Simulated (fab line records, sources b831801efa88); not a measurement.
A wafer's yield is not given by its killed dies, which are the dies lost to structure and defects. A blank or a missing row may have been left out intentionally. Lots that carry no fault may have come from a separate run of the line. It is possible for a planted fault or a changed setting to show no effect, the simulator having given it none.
Chamber matching ; flow gf180mcu ; pecvd-04 running GF_V3_CVD_02: 3 sister chambers
The step deposits SiO2 from TEOS, target thk 850 nm, time 94.851 s. 6 wafers are shown with their chamber, then 8 later ones without.

## WAFERS PAIRED WITH THEIR CHAMBERS
wafer;chamber;heater_power_w (W);susceptor_temp_C (C)
L271.5;1;460;400.30
L274.6;0;563;399.78
L276.2;2;606;399.90
L276.4;1;398;399.95
L276.5;2;657;400.21
L277.1;0;659;399.91

## WAFERS WITHOUT THEIR CHAMBER
wafer;heater_power_w (W);susceptor_temp_C (C)
L277.4;406;400.48
L277.6;723;400.26
L278.2;591;400.05
L278.4;641;400.06
L278.6;492;400.17
L280.1;519;400.18
L280.3;409;400.13
L280.6;464;399.96

## WHICH CHAMBER EACH WENT THROUGH
wafer;from the rows above;in truth
L277.4;1;1
L277.6;can't be placed: 2 or 0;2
L278.2;can't be placed: 2 or 0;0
L278.4;can't be placed: 2 or 0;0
L278.6;can't be placed: 1 or 2 or 0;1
L280.1;can't be placed: 1 or 2 or 0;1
L280.3;1;1
L280.6;can't be placed: 1 or 0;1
Correct placement for 2 of the 8. Unplaceable from these rows: 6, with the true chamber sitting among the candidates in 6. 0 placed wrongly.
How it was worked out, from the rows above alone: a wafer's distance from a chamber is the root of the sum, over the readings, of the square of ((its reading less the chamber's mean) divided by the reading's scatter). If the next closest chamber is less than 2 further off than the closest, the wafer can't be placed; otherwise it belongs to the closest. The mean given for a chamber averages the wafers shown for that chamber. How the scatter is found: for the shown wafers, subtract from each reading the mean of its chamber, square and add these, divide the total by (wafers less chambers), then take the root.
